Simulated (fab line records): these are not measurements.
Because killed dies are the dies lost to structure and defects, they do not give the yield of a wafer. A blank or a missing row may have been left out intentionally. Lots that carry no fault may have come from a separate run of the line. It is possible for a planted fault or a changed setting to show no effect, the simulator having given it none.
fab line records | flow sky130
record lots=7 | wafers=21 | lastDay=50
route steps=708 shown NWELL@77 PWDE@84 VT_ADJUST_HVTP@85 PAD_OPEN@708
lots that met no fault: taken from a fault-free run of the same line
startH: hours from the record's opening day to when the first of the lot's shown wafers began | waitH: time in hours since the lot's previous step | " as in the row above | L1.1+2: one row covering several wafers at once | - either no value or no given start | * or withheld: withheld | < > ~ a bound
route shown NAME@n: a module of which the file shows steps, and the number in the route of the first | usual: mean/standard deviation taken from wafers without a fault | same: alike in all rows | chamber/n: place in a boat | sites: per-site readings | _std_site: how widely they spread, as a standard deviation | _edge_site: the outer-site mean with the inner-site mean subtracted | radiusMm: how far each site lies from the wafer's centre | mask NAME#n: copy n | behind: tool/chamber where the wafer was last shaped | hold: why the lot went on hold/how many hours it stayed there/how the hold came to an end | device: the n, p or np transistor that did not switch | end of line: tests of these same wafers at the route's end | for a step that has no rows: nothing shown but its recipe | killed: dies lost to structure and defects at the first sort, not the wafer's yield | map: dies across one wafer; x = killed, . = not, _ = none there
set.NAME: setting as actually run; set.NAME@STEP: the setting as run at that earlier step | model.NAME: the simulator's own value behind a step, which no gauge read
certain route steps with their lots: each step a table, each wafer a row
services: the hour from which a tool's chamber was out of use, counted from the record's first day as startH (under 0 if before that day), plus the number of hours and why
## steps
# step SKY_NWELL_IMPLANT_24
# recipe species=B | energyKev=140 | doseCm2=9.2e+12 | tiltDeg=withheld
# step SKY_NWELL_STRIP_25
# recipe chemistry=O2/N2 | powerW=1400 | pressureMtorr=1500 | platenTempC=withheld | o2FlowSccm=3000 | n2FlowSccm=300 | overashFraction=0.5
# usual drypumpMotorCurrentA=5.76/0.23 | oesProductAu=0.721/0.004 | stripTimeToEndpointS=36.91/0.1
lot.wafer | tool           | chamber | startH | waitH | drypumpMotorCurrentA | oesProductAu | rfHoursCounterH | stripTimeToEndpointS
L871.1    | plasmaAsher-04 | 0       | 106.02 | 0.1   | 5.71                 | 0.728        | 43              | 37.05
L871.2    | "              | 1       | "      | "     | 5.62                 | 0.721        | 43              | 37.02
L871.5    | "              | 1       | "      | "     | 5.70                 | 0.719        | -               | 37.13
L872.3    | plasmaAsher-01 | 1       | 114.00 | 0.1   | 5.91                 | 0.727        | -               | 36.83
L872.5    | "              | 1       | "      | "     | 5.90                 | 0.723        | -               | 36.78
L872.6    | "              | 0       | "      | "     | 5.70                 | 0.721        | -               | 36.58
L878.2    | plasmaAsher-04 | 0       | 146.86 | 0.1   | 5.73                 | 0.723        | 47              | 36.83
L878.4    | "              | 0       | "      | "     | 5.74                 | 0.722        | -               | 36.99
L878.6    | "              | 0       | "      | "     | 5.73                 | 0.724        | -               | 36.83
L879.2    | plasmaAsher-02 | 0       | 152.42 | 0.1   | 5.28                 | 0.725        | 3               | 36.89
L879.4    | "              | 0       | "      | "     | 5.25                 | 0.716        | -               | 36.85
L879.6    | "              | 1       | "      | "     | 6.03                 | 0.718        | -               | 36.87
L880.2    | plasmaAsher-01 | 1       | 159.77 | 0.1   | 5.91                 | 0.723        | 45              | 36.82
L880.4    | "              | 1       | "      | "     | 5.92                 | 0.724        | -               | 36.88
L880.6    | "              | 0       | "      | "     | 5.71                 | 0.715        | -               | 36.73
L892.2    | plasmaAsher-01 | 1       | 250.61 | 0.1   | 5.90                 | 0.720        | 54              | 37.00
L892.3    | "              | 0       | "      | "     | 5.70                 | 0.723        | -               | 36.99
L892.5    | "              | 0       | "      | "     | 5.71                 | 0.718        | -               | 37.03
L893.1    | plasmaAsher-01 | 0       | 251.91 | 0.1   | 5.70                 | 0.714        | 54              | 36.92
L893.3    | "              | 1       | "      | "     | 5.92                 | 0.724        | -               | 36.90
L893.4    | "              | 0       | "      | "     | 5.71                 | 0.715        | -               | 36.93
# step SKY_NWELL_TW_MEAS_26
# usual NWELL_2_TW=501.8/2.5
lot.wafer | tool         | chamber | startH | waitH | NWELL_2_TW
L871.1    | filmMetro-04 | -       | 106.12 | 0.1   | 503.5
L871.2    | "            | -       | "      | "     | 502.8
L871.5    | "            | -       | "      | "     | 501.7
L872.3    | filmMetro-03 | -       | 114.08 | 0.1   | 502.6
L872.5    | "            | -       | "      | "     | 501.6
L872.6    | "            | -       | "      | "     | 502.5
L878.2    | filmMetro-02 | -       | 146.97 | 0.1   | 503.0
L878.4    | "            | -       | "      | "     | 504.1
L878.6    | "            | -       | "      | "     | 499.6
L879.2    | filmMetro-02 | -       | 152.53 | 0.1   | 497.2
L879.4    | "            | -       | "      | "     | 499.5
L879.6    | "            | -       | "      | "     | 497.7
L880.2    | filmMetro-03 | -       | 159.88 | 0.1   | 500.4
L880.4    | "            | -       | "      | "     | 503.7
L880.6    | "            | -       | "      | "     | 500.8
L892.2    | filmMetro-04 | -       | 250.72 | 0.1   | 504.9
L892.3    | "            | -       | "      | "     | 506.2
L892.5    | "            | -       | "      | "     | 505.6
L893.1    | filmMetro-03 | -       | 252.01 | 0.1   | 498.4
L893.3    | "            | -       | "      | "     | 499.5
L893.4    | "            | -       | "      | "     | 498.6
# step SKY_NWELL_CLEAN_27
# recipe chemistry=SC1/SC2 | mix=1:4:20 | tempC=70 | timeS=150 | dry=n2Spin
# step SKY_NWELL_RTA_28
# recipe tempC=1050 | timeS=30 | idleTempC=650 | rampUpCPerS=150 | rampDownCPerS=90 | ambient=N2
# usual lampPowerPct=25.31/0.063 | wafer_temp_C_max=1054.8/0.95
lot.wafer | tool         | chamber | startH | waitH | lampPowerPct | wafer_temp_C_max
L871.1    | rtpAnneal-01 | 0       | 106.23 | 0.0   | 25.33        | 1054.5
L871.2    | "            | 0       | "      | "     | 25.33        | 1054.7
L871.5    | "            | 0       | "      | "     | 25.25        | 1054.2
L872.3    | rtpAnneal-02 | 0       | 114.24 | 0.1   | 25.41        | 1054.9
L872.5    | "            | 0       | "      | "     | 25.29        | 1055.3
L872.6    | "            | 0       | "      | "     | 25.36        | 1054.1
L878.2    | rtpAnneal-02 | 0       | 147.09 | 0.0   | 25.29        | 1054.5
L878.4    | "            | 0       | "      | "     | 25.46        | 1055.9
L878.6    | "            | 0       | "      | "     | 25.25        | 1053.8
L879.2    | rtpAnneal-02 | 0       | 152.65 | 0.0   | 25.27        | 1054.1
L879.4    | "            | 0       | "      | "     | 25.39        | 1053.3
L879.6    | "            | 0       | "      | "     | 25.30        | 1055.4
L880.2    | rtpAnneal-01 | 0       | 160.00 | 0.0   | 25.29        | 1054.3
L880.4    | "            | 0       | "      | "     | 25.42        | 1054.6
L880.6    | "            | 0       | "      | "     | 25.32        | 1055.0
L892.2    | rtpAnneal-02 | 0       | 250.84 | 0.0   | 25.36        | 1053.6
L892.3    | "            | 0       | "      | "     | 25.32        | 1054.6
L892.5    | "            | 0       | "      | "     | 25.22        | 1055.3
L893.1    | rtpAnneal-01 | 0       | 252.12 | 0.0   | 25.26        | 1054.4
L893.3    | "            | 0       | "      | "     | 25.28        | 1055.6
L893.4    | "            | 0       | "      | "     | 25.30        | 1055.9
# step SKY_NWELL_RS_MEAS_29
# recipe thkMeasGauge=four-point-probe
# usual NWELL_RS=625.0/1.5
lot.wafer | tool         | chamber | startH | waitH | NWELL_RS[ohm/sq]
L871.1    | filmMetro-03 | -       | 106.33 | 0.1   | 625.8
L871.2    | "            | -       | "      | "     | 622.7
L871.5    | "            | -       | "      | "     | 626.6
L872.3    | filmMetro-03 | -       | 114.41 | 0.1   | 623.2
L872.5    | "            | -       | "      | "     | 623.2
L872.6    | "            | -       | "      | "     | 625.2
L878.2    | filmMetro-03 | -       | 147.19 | 0.1   | 626.4
L878.4    | "            | -       | "      | "     | 625.6
L878.6    | "            | -       | "      | "     | 625.6
L879.2    | filmMetro-03 | -       | 152.76 | 0.1   | 625.1
L879.4    | "            | -       | "      | "     | 623.1
L879.6    | "            | -       | "      | "     | 624.3
L880.2    | filmMetro-04 | -       | 160.10 | 0.1   | 623.0
L880.4    | "            | -       | "      | "     | 623.5
L880.6    | "            | -       | "      | "     | 623.7
L892.2    | filmMetro-03 | -       | 250.94 | 0.1   | 624.7
L892.3    | "            | -       | "      | "     | 627.3
L892.5    | "            | -       | "      | "     | 624.8
L893.1    | filmMetro-02 | -       | 252.22 | 0.1   | 625.1
L893.3    | "            | -       | "      | "     | 628.0
L893.4    | "            | -       | "      | "     | 626.6
# step SKY_NWELL_RS_MEAS_31
# recipe thkMeasGauge=four-point-probe
# usual PWDE_RS=5280/19
lot.wafer | tool         | chamber | startH | waitH | PWDE_RS[ohm/sq]
L871.1    | filmMetro-03 | -       | 106.57 | 0.1   | 5268
L871.2    | "            | -       | "      | "     | 5284
L871.5    | "            | -       | "      | "     | 5265
L872.3    | filmMetro-03 | -       | 114.65 | 0.1   | 5276
L872.5    | "            | -       | "      | "     | 5279
L872.6    | "            | -       | "      | "     | 5291
L878.2    | filmMetro-03 | -       | 147.43 | 0.1   | 5250
L878.4    | "            | -       | "      | "     | 5266
L878.6    | "            | -       | "      | "     | 5265
L879.2    | filmMetro-03 | -       | 153.00 | 0.1   | 5295
L879.4    | "            | -       | "      | "     | 5297
L879.6    | "            | -       | "      | "     | 5305
L880.2    | filmMetro-04 | -       | 160.34 | 0.1   | 5268
L880.4    | "            | -       | "      | "     | 5254
L880.6    | "            | -       | "      | "     | 5260
L892.2    | filmMetro-03 | -       | 251.18 | 0.1   | 5267
L892.3    | "            | -       | "      | "     | 5277
L892.5    | "            | -       | "      | "     | 5255
L893.1    | filmMetro-02 | -       | 252.46 | 0.1   | 5290
L893.3    | "            | -       | "      | "     | 5288
L893.4    | "            | -       | "      | "     | 5305
# step SKY_VT_ADJUST_HVTP_DEHYDRATE_00
# recipe tempC=200 | timeS=60
# step SKY_VT_ADJUST_HVTP_HMDS_01
# recipe primeTimeS=60 | primeTempC=120
# step SKY_VT_ADJUST_HVTP_COAT_02
# recipe resist=NOVOLAK | spinRpm=3000 | resistThkNm=1140
# step SKY_VT_ADJUST_HVTP_SOFTBAKE_03
# recipe tempC=90 | timeS=60 | resist=NOVOLAK
# step SKY_VT_ADJUST_HVTP_EXPOSE_04
# recipe maskId=HVTPM | na=0.6 | sourceShape=conventional | sigmaOuter=0.6 | polarization=unpolarized | targetCdNm=380 | doseMj=140
lot.wafer  | tool            | chamber | startH | waitH | mask    | model.VT_ADJUST_HVTP.overlayXNm
L871.1+2+5 | ilineStepper-02 | 0       | 115.61 | -     | HVTPM#0 | -0.187
L872.3+5+6 | ilineStepper-01 | 0       | 124.13 | -     | HVTPM#0 | -0.4647
L878.2+4+6 | ilineStepper-02 | 0       | 156.40 | -     | HVTPM#0 | 161.7
L879.2+4+6 | ilineStepper-02 | 0       | 162.96 | -     | HVTPM#0 | 164.1
L880.2+4+6 | ilineStepper-02 | 0       | 169.85 | -     | HVTPM#0 | 160
L892.2+3+5 | ilineStepper-01 | 0       | 262.13 | -     | HVTPM#0 | 0.1919
L893.1+3+4 | ilineStepper-01 | 0       | 262.93 | -     | HVTPM#0 | 0.3362
# step SKY_VT_ADJUST_HVTP_PEB_05
# recipe tempC=withheld | timeS=* | resist=NOVOLAK
# step SKY_VT_ADJUST_HVTP_DEVELOP_06
# recipe resist=NOVOLAK | developer=TMAH | developTimeS=60 | devTempC=23
# step SKY_VT_ADJUST_HVTP_CD_MEAS_07
# recipe targetCdNm=380
# usual cdNm=378.9/2.4
lot.wafer | tool     | chamber | startH | waitH | cdNm
L871.1    | cdSem-01 | -       | 124.96 | 0.2   | 381.9
L871.2    | "        | -       | "      | "     | 378.2
L871.5    | "        | -       | "      | "     | 380.1
L872.3    | cdSem-02 | -       | 133.17 | 0.1   | 376.2
L872.5    | "        | -       | "      | "     | 374.5
L872.6    | "        | -       | "      | "     | 375.6
L878.2    | cdSem-01 | -       | 166.00 | 0.1   | 378.5
L878.4    | "        | -       | "      | "     | 380.8
L878.6    | "        | -       | "      | "     | 378.9
L879.2    | cdSem-02 | -       | 171.95 | 0.1   | 376.9
L879.4    | "        | -       | "      | "     | 377.0
L879.6    | "        | -       | "      | "     | 380.5
L880.2    | cdSem-01 | -       | 178.80 | 0.1   | 381.3
L880.4    | "        | -       | "      | "     | 381.9
L880.6    | "        | -       | "      | "     | 379.8
L892.2    | cdSem-02 | -       | 273.70 | 0.1   | 379.3
L892.3    | "        | -       | "      | "     | 378.9
L892.5    | "        | -       | "      | "     | 380.7
L893.1    | cdSem-01 | -       | 273.98 | 0.1   | 381.5
L893.3    | "        | -       | "      | "     | 380.3
L893.4    | "        | -       | "      | "     | 383.8
# step SKY_VT_ADJUST_HVTP_OVL_MEAS_08
# usual VT_ADJUST_HVTP_OVL=0.4/1.2
lot.wafer | tool       | chamber | startH | waitH | VT_ADJUST_HVTP_OVL[nm]
L871.1    | overlay-02 | -       | 125.08 | 0.1   | 1.9
L871.2    | "          | -       | "      | "     | 1.2
L871.5    | "          | -       | "      | "     | 1.2
L872.3    | overlay-02 | -       | 133.27 | 0.1   | -0.4
L872.5    | "          | -       | "      | "     | -1.6
L872.6    | "          | -       | "      | "     | -2.3
L878.2    | overlay-02 | -       | 166.10 | 0.1   | 163.6
L878.4    | "          | -       | "      | "     | 162.9
L878.6    | "          | -       | "      | "     | 162.8
L879.2    | overlay-01 | -       | 172.06 | 0.1   | 163.4
L879.4    | "          | -       | "      | "     | 164.2
L879.6    | "          | -       | "      | "     | 164.6
L880.2    | overlay-01 | -       | 178.90 | 0.1   | 162.7
L880.4    | "          | -       | "      | "     | 163.4
L880.6    | "          | -       | "      | "     | 160.0
L892.2    | overlay-01 | -       | 273.80 | 0.1   | -0.1
L892.3    | "          | -       | "      | "     | 0.7
L892.5    | "          | -       | "      | "     | -0.9
L893.1    | overlay-01 | -       | 274.10 | 0.1   | 0.5
L893.3    | "          | -       | "      | "     | -0.6
L893.4    | "          | -       | "      | "     | -0.3
# step SKY_VT_ADJUST_HVTP_IMPLANT_09
# recipe species=As | energyKev=150 | doseCm2=4.3e+12 | tiltDeg=withheld
# step SKY_PAD_OPEN_PROBE_99
# usual killed_at_M0_to_M3=44/7.2 | killed_at_M4_up=3.1/1.7 | killedAtContacts=25/5.1 | killedAtFrontEnd=14/4.6 | killedAtOther=0.3/0.59 | killedDies=86/9.6 | killedOpen=47/7.4 | killedShort=39/6
# same grossDies=492 | killedAtBackSide=0
lot.wafer | tool      | chamber | startH  | waitH | killed_at_M0_to_M3 | killed_at_M4_up | killedAtContacts | killedAtFrontEnd | killedAtOther | killedDies | killedOpen | killedShort | model.etest.sramPfetLatch.driveUaUm | model.etest.pfet_01v8_hvt.driveUaUm | model.etest.sramNfetPass.driveUaUm | model.etest.sramPfetLatch.offLog10AUm | model.etest.pfet_01v8_hvt.offLog10AUm | model.etest.sramPfetLatch.vtSatV | model.etest.sramPfetLatch.vtV | model.etest.pfet_01v8_hvt.vtSatV
L871.1    | prober-01 | -       | 1076.70 | 0.1   | 42                 | 5               | 27               | 16               | 0             | 90         | 48         | 42          | 143.5                               | 147                                 | 503.4                              | -12.63                                | -12.92                                | -0.7759                          | -0.9153                       | -0.8034
L871.2    | prober-01 | -       | 1076.75 | 0.1   | 35                 | 5               | 26               | 23               | 0             | 89         | 45         | 44          | 146.9                               | 142.6                               | 488.4                              | -12.45                                | -12.99                                | -0.7477                          | -0.8805                       | -0.8167
L871.5    | prober-01 | -       | 1076.90 | 0.2   | 48                 | 3               | 28               | 17               | 0             | 96         | 60         | 36          | 145.3                               | 144.5                               | 507.7                              | -12.7                                 | -12.95                                | -0.7738                          | -0.9096                       | -0.8084
L872.3    | prober-02 | -       | 1088.47 | 0.2   | 56                 | 4               | 21               | 10               | 0             | 91         | 51         | 40          | 144.2                               | 148.9                               | 495.9                              | -12.4                                 | -12.79                                | -0.7681                          | -0.9047                       | -0.7944
L872.5    | prober-02 | -       | 1088.57 | 0.2   | 47                 | 3               | 32               | 14               | 0             | 96         | 49         | 47          | 143.4                               | 145.9                               | 496.5                              | -12.68                                | -12.94                                | -0.7706                          | -0.9001                       | -0.8083
L872.6    | prober-02 | -       | 1088.62 | 0.2   | 47                 | 4               | 22               | 12               | 0             | 85         | 46         | 39          | 141.6                               | 147.7                               | 493.8                              | -12.72                                | -12.85                                | -0.7742                          | -0.9059                       | -0.8037
L878.2    | prober-01 | -       | 1112.65 | 0.1   | 54                 | 3               | 24               | 13               | 0             | 94         | 45         | 49          | 230.3                               | 175                                 | 522.8                              | -6.274                                | -11.61                                | -0.03203                         | -0.5537                       | -0.5942
L878.4    | prober-01 | -       | 1112.75 | 0.2   | 25                 | 4               | 23               | 18               | 0             | 70         | 35         | 35          | 228.7                               | 178.6                               | 535.2                              | -6.377                                | -11.44                                | -0.04938                         | -0.5713                       | -0.5822
L878.6    | prober-01 | -       | 1112.85 | 0.2   | 44                 | 1               | 24               | 12               | 0             | 81         | 45         | 36          | 230.8                               | 177.2                               | 527.3                              | -6.337                                | -11.49                                | -0.03914                         | -0.5665                       | -0.587
L879.2    | prober-02 | -       | 1118.00 | 0.1   | 36                 | 2               | 26               | 9                | 0             | 73         | 43         | 30          | 205                                 | 169.6                               | 493                                | -8.091                                | -11.63                                | -0.2599                          | -0.6662                       | -0.6202
L879.4    | prober-02 | -       | 1118.10 | 0.2   | 52                 | 4               | 28               | 16               | 0             | 100        | 60         | 40          | 202.8                               | 163.6                               | 484.4                              | -8.195                                | -11.76                                | -0.2717                          | -0.6633                       | -0.6361
L879.6    | prober-02 | -       | 1118.20 | 0.2   | 45                 | 3               | 22               | 14               | 0             | 84         | 54         | 30          | 204.5                               | 169.6                               | 494                                | -8.259                                | -11.71                                | -0.2782                          | -0.6781                       | -0.6177
L880.2    | prober-01 | -       | 1120.65 | 0.1   | 39                 | 3               | 19               | 16               | 1             | 78         | 42         | 36          | 187.4                               | 160.7                               | 494.5                              | -9.61                                 | -11.98                                | -0.4409                          | -0.746                        | -0.6783
L880.4    | prober-01 | -       | 1120.75 | 0.2   | 39                 | 0               | 31               | 10               | 0             | 80         | 46         | 34          | 194                                 | 160.9                               | 500.5                              | -9.407                                | -12.1                                 | -0.4165                          | -0.7261                       | -0.6828
L880.6    | prober-01 | -       | 1120.85 | 0.2   | 43                 | 5               | 27               | 14               | 0             | 89         | 55         | 34          | 193.6                               | 161.3                               | 490.6                              | -9.497                                | -11.93                                | -0.4178                          | -0.725                        | -0.6817
L892.2    | prober-01 | -       | 1194.20 | 0.1   | 50                 | 2               | 22               | 15               | 0             | 89         | 54         | 35          | 133.1                               | 136.2                               | 487.1                              | -13.09                                | -13.21                                | -0.8052                          | -0.9299                       | -0.8424
L892.3    | prober-01 | -       | 1194.25 | 0.2   | 59                 | 1               | 30               | 8                | 1             | 99         | 62         | 37          | 139.8                               | 138.7                               | 505.4                              | -12.97                                | -13.26                                | -0.7951                          | -0.9208                       | -0.8337
L892.5    | prober-01 | -       | 1194.35 | 0.2   | 40                 | 2               | 25               | 14               | 0             | 81         | 42         | 39          | 136.9                               | 139.1                               | 492.4                              | -12.98                                | -13.37                                | -0.801                           | -0.9254                       | -0.8342
L893.1    | prober-01 | -       | 1195.96 | 0.1   | 36                 | 5               | 25               | 8                | 0             | 74         | 47         | 27          | 140.5                               | 145.2                               | 466.9                              | -12.25                                | -12.69                                | -0.7411                          | -0.8805                       | -0.7914
L893.3    | prober-01 | -       | 1196.06 | 0.2   | 46                 | 4               | 28               | 8                | 0             | 86         | 43         | 43          | 136.8                               | 143.3                               | 468.5                              | -12.44                                | -12.77                                | -0.7625                          | -0.8996                       | -0.794
L893.4    | prober-01 | -       | 1196.11 | 0.2   | 32                 | 4               | 28               | 9                | 0             | 73         | 35         | 38          | 141.6                               | 141.7                               | 463.4                              | -12.16                                | -12.76                                | -0.729                           | -0.8632                       | -0.7954
# killed by level:class
L871.1 VIA2:geometricParticle:open=8 VIA1:geometricParticle:short=7 LI_CONTACT:geometricParticle:open=7 CONTACT:geometricParticle:open=7 CONTACT:geometricParticle:short=6 VIA1:geometricParticle:open=6 METAL2:geometricParticle:short=5 METAL1:geometricParticle:short=5
L871.2 VIA2:geometricParticle:open=9 LI_CONTACT:geometricParticle:open=8 FIELD_ISO:geometricParticle:short=7 CONTACT:geometricParticle:open=7 FIELD_ISO:geometricParticle:open=6 POLY_GATE:geometricParticle:short=6 METAL1:geometricParticle:short=6 VIA1:geometricParticle:open=5
L871.5 VIA1:geometricParticle:open=13 CONTACT:geometricParticle:open=11 LI_CONTACT:geometricParticle:open=9 VIA2:geometricParticle:open=8 VIA3:geometricParticle:open=8 CONTACT:geometricParticle:short=5 METAL1:geometricParticle:short=5 METAL2:geometricParticle:short=5
L872.3 VIA1:geometricParticle:open=15 VIA2:geometricParticle:open=9 CONTACT:geometricParticle:open=8 METAL1:geometricParticle:short=8 METAL2:geometricParticle:short=8 VIA3:geometricParticle:open=6 LI_CONTACT:geometricParticle:open=4 POLY_GATE:geometricParticle:open=3
L872.5 CONTACT:geometricParticle:open=16 VIA1:geometricParticle:open=11 CONTACT:geometricParticle:short=9 METAL1:geometricParticle:short=7 VIA3:geometricParticle:open=7 LI_CONTACT:geometricParticle:open=6 METAL2:geometricParticle:short=5 FIELD_ISO:geometricParticle:short=4
L872.6 VIA1:geometricParticle:open=14 CONTACT:geometricParticle:open=10 VIA2:geometricParticle:open=8 METAL2:geometricParticle:short=8 CONTACT:geometricParticle:short=6 FIELD_ISO:geometricParticle:open=5 LI_CONTACT:geometricParticle:open=4 METAL1:geometricParticle:short=4
L878.2 METAL1:geometricParticle:short=12 VIA3:geometricParticle:open=8 VIA1:geometricParticle:open=8 CONTACT:geometricParticle:open=7 VIA2:geometricParticle:open=6 LI_CONTACT:geometricParticle:short=5 LI_CONTACT:geometricParticle:open=5 CONTACT:geometricParticle:short=5
L878.4 CONTACT:geometricParticle:open=10 FIELD_ISO:geometricParticle:open=6 LI_CONTACT:geometricParticle:short=6 VIA1:geometricParticle:open=6 CONTACT:geometricParticle:short=5 METAL4:geometricParticle:short=4 POLY_GATE:geometricParticle:open=3 POLY_GATE:geometricParticle:short=3
L878.6 METAL2:geometricParticle:short=9 CONTACT:geometricParticle:open=9 METAL1:geometricParticle:short=9 LI_CONTACT:geometricParticle:open=8 VIA1:geometricParticle:open=6 POLY_GATE:geometricParticle:open=4 VIA2:geometricParticle:open=4 LOCAL_INTERCONNECT:geometricParticle:short=4
L879.2 CONTACT:geometricParticle:open=13 VIA1:geometricParticle:open=10 METAL2:geometricParticle:short=10 LI_CONTACT:geometricParticle:open=7 LOCAL_INTERCONNECT:geometricParticle:short=3 METAL1:geometricParticle:short=3 VIA1:geometricParticle:short=3 VIA2:geometricParticle:open=3
L879.4 VIA1:geometricParticle:open=17 CONTACT:geometricParticle:open=12 LI_CONTACT:geometricParticle:open=8 METAL1:geometricParticle:short=8 FIELD_ISO:geometricParticle:open=5 VIA1:geometricParticle:short=5 METAL2:geometricParticle:short=5 SPACER:geometricParticle:short=4
L879.6 VIA1:geometricParticle:open=15 CONTACT:geometricParticle:open=10 VIA3:geometricParticle:open=9 VIA2:geometricParticle:open=7 LI_CONTACT:geometricParticle:open=6 POLY_GATE:geometricParticle:short=5 METAL2:geometricParticle:short=5 FIELD_ISO:geometricParticle:open=4
L880.2 CONTACT:geometricParticle:open=8 VIA3:geometricParticle:open=8 LI_CONTACT:geometricParticle:open=6 VIA1:geometricParticle:open=6 FIELD_ISO:geometricParticle:open=5 POLY_GATE:geometricParticle:short=5 VIA3:geometricParticle:short=5 METAL2:geometricParticle:short=4
L880.4 LI_CONTACT:geometricParticle:open=10 VIA1:geometricParticle:open=10 CONTACT:geometricParticle:open=8 METAL1:geometricParticle:short=8 CONTACT:geometricParticle:short=7 VIA2:geometricParticle:open=5 FIELD_ISO:geometricParticle:open=4 VIA1:geometricParticle:short=4
L880.6 LI_CONTACT:geometricParticle:open=9 CONTACT:geometricParticle:open=8 VIA3:geometricParticle:open=8 VIA2:geometricParticle:open=8 VIA1:geometricParticle:open=7 FIELD_ISO:geometricParticle:open=5 VIA3:geometricParticle:short=5 LOCAL_INTERCONNECT:geometricParticle:short=5
L892.2 VIA1:geometricParticle:open=19 LI_CONTACT:geometricParticle:open=7 POLY_GATE:geometricParticle:open=6 CONTACT:geometricParticle:open=6 VIA1:geometricParticle:short=6 VIA2:geometricParticle:open=5 LOCAL_INTERCONNECT:geometricParticle:short=4 VIA3:geometricParticle:open=4
L892.3 CONTACT:geometricParticle:open=12 VIA1:geometricParticle:open=10 VIA2:geometricParticle:open=10 LI_CONTACT:geometricParticle:open=9 VIA3:geometricParticle:open=9 METAL2:geometricParticle:short=7 VIA1:geometricParticle:short=4 VIA3:geometricParticle:short=4
L892.5 CONTACT:geometricParticle:open=9 METAL1:geometricParticle:short=7 LI_CONTACT:geometricParticle:open=6 VIA3:geometricParticle:open=6 VIA1:geometricParticle:open=6 VIA2:geometricParticle:open=6 FIELD_ISO:geometricParticle:open=5 VIA1:geometricParticle:short=5
L893.1 LI_CONTACT:geometricParticle:open=13 VIA2:geometricParticle:open=7 VIA1:geometricParticle:open=7 VIA3:geometricParticle:open=6 CONTACT:geometricParticle:open=5 METAL1:geometricParticle:short=4 VIA1:geometricParticle:short=4 POLY_GATE:geometricParticle:short=3
L893.3 VIA2:geometricParticle:open=10 LI_CONTACT:geometricParticle:open=10 VIA1:geometricParticle:open=10 CONTACT:geometricParticle:open=8 VIA1:geometricParticle:short=6 METAL2:geometricParticle:short=6 LI_CONTACT:geometricParticle:short=5 VIA3:geometricParticle:short=5
L893.4 LI_CONTACT:geometricParticle:open=11 VIA1:geometricParticle:open=8 LOCAL_INTERCONNECT:geometricParticle:short=7 METAL1:geometricParticle:short=6 CONTACT:geometricParticle:short=5 VIA2:geometricParticle:open=5 VIA3:geometricParticle:open=4 METAL4:geometricParticle:short=4
## services
tool            | chamber | startH | hours | kind
plasmaAsher-04  | -       | 89.30  | 3.9   | repair
plasmaAsher-02  | -       | 108.75 | 9.0   | pm
plasmaAsher-02  | 0       | 108.75 | 9.0   | ventCycle
plasmaAsher-02  | 1       | 108.75 | 9.0   | ventCycle
plasmaAsher-02  | 0       | 117.75 | -     | clean
plasmaAsher-02  | 1       | 117.75 | -     | clean
ilineStepper-02 | -       | 120.34 | 13.6  | repair
ilineStepper-02 | -       | 137.35 | 1.9   | repair
ilineStepper-02 | -       | 170.02 | 5.1   | repair
ilineStepper-01 | -       | 249.81 | 1.7   | pm
plasmaAsher-01  | -       | 255.15 | 1.7   | repair
## key
firstSign step=SKY_VT_ADJUST_HVTP_OVL_MEAS_08 | reading=VT_ADJUST_HVTP_OVL | direction=up | sigmas=99+ | usual=0.4 | struck=163.1
effect none on later readings
modelEffect step=SKY_VT_ADJUST_HVTP_EXPOSE_04 | value=VT_ADJUST_HVTP.overlayXNm | without=-1.487 | struck=161.9
modelEffect step=SKY_PAD_OPEN_PROBE_99 | value=etest.sramPfetLatch.driveUaUm | without=141.4 | struck=208.6
metAt SKY_VT_ADJUST_HVTP_EXPOSE_04
struckWafers L878.2,L878.4,L878.6,L879.2,L879.4,L879.6,L880.2,L880.4,L880.6
testerLeftOut L878,L879,L880
onsetBetween 115.61 156.40
fault kind=scannerMatchingOverlay | tool=ilineStepper-02 | chamber=- | onsetH=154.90 | steps=SKY_VT_ADJUST_HVTP_EXPOSE_04 | offset=163.41
# testerLeftOut: of these lots the tester's yield and bins aren't shown, on N5 and GAA mostly nor the transistor test; their killed dies are dies lost to structure and defects alone, not to doping, threshold or leakage, so they don't give the yield
